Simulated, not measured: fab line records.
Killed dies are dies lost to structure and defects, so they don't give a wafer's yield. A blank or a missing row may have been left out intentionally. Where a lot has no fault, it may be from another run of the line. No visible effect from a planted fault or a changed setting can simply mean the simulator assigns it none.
Chamber matching | flow gf180mcu | 4 sister chambers for GF_STI_ETCH_14 on rie_si-01
The step etches Si in HBr/Cl2/O2, target depth 360 nm, time 104.3 s. 8 wafers are shown with their chamber, then 9 later ones without.

== WAFERS PAIRED WITH THEIR CHAMBERS ==
wafer  | chamber | drypump_motor_current_A (A) | oes_product_au (a.u.)
L358.1 | 1       | 5.7                         | 1.001
L358.4 | 2       | 6.3                         | 0.993
L365.2 | 0       | 5.4                         | 0.988
L365.3 | 2       | 6.3                         | 1.006
L365.5 | 3       | 5.4                         | 0.989
L366.1 | 0       | 5.5                         | 0.990
L366.2 | 1       | 5.8                         | 0.990
L366.3 | 3       | 5.4                         | 0.991

== WAFERS WITH NO CHAMBER GIVEN ==
wafer  | drypump_motor_current_A (A) | oes_product_au (a.u.)
L367.2 | 6.4                         | 0.992
L367.5 | 5.8                         | 0.988
L367.6 | 5.5                         | 0.984
L369.4 | 5.4                         | 0.987
L369.5 | 6.4                         | 0.998
L369.6 | 5.4                         | 1.006
L372.1 | 5.4                         | 0.997
L372.2 | 6.4                         | 0.997
L372.3 | 5.4                         | 0.997

== THE CHAMBER EACH PASSED THROUGH ==
wafer  | from the rows above     | in truth
L367.2 | 2                       | 2
L367.5 | 1                       | 1
L367.6 | can't be placed: 0 or 3 | 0
L369.4 | can't be placed: 3 or 0 | 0
L369.5 | 2                       | 2
L369.6 | can't be placed: 3 or 0 | 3
L372.1 | can't be placed: 3 or 0 | 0
L372.2 | 2                       | 2
L372.3 | can't be placed: 3 or 0 | 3
Correctly placed: 4 of 9. From these rows, 5 cannot be placed; in 5 the true chamber is one of the candidates. Placed wrongly: 0.
How it was worked out, from the rows above alone: a wafer's distance from a chamber is the root of the sum, over the readings, of the square of ((its reading less the chamber's mean) divided by the reading's scatter). If the next closest chamber is less than 2 further off than the closest, the wafer can't be placed; otherwise it belongs to the closest. Each chamber's mean is taken over the wafers shown for it. The scatter: the root of (the sum of the squares of (reading less its chamber's mean) over the shown wafers, divided by (wafers less chambers)).
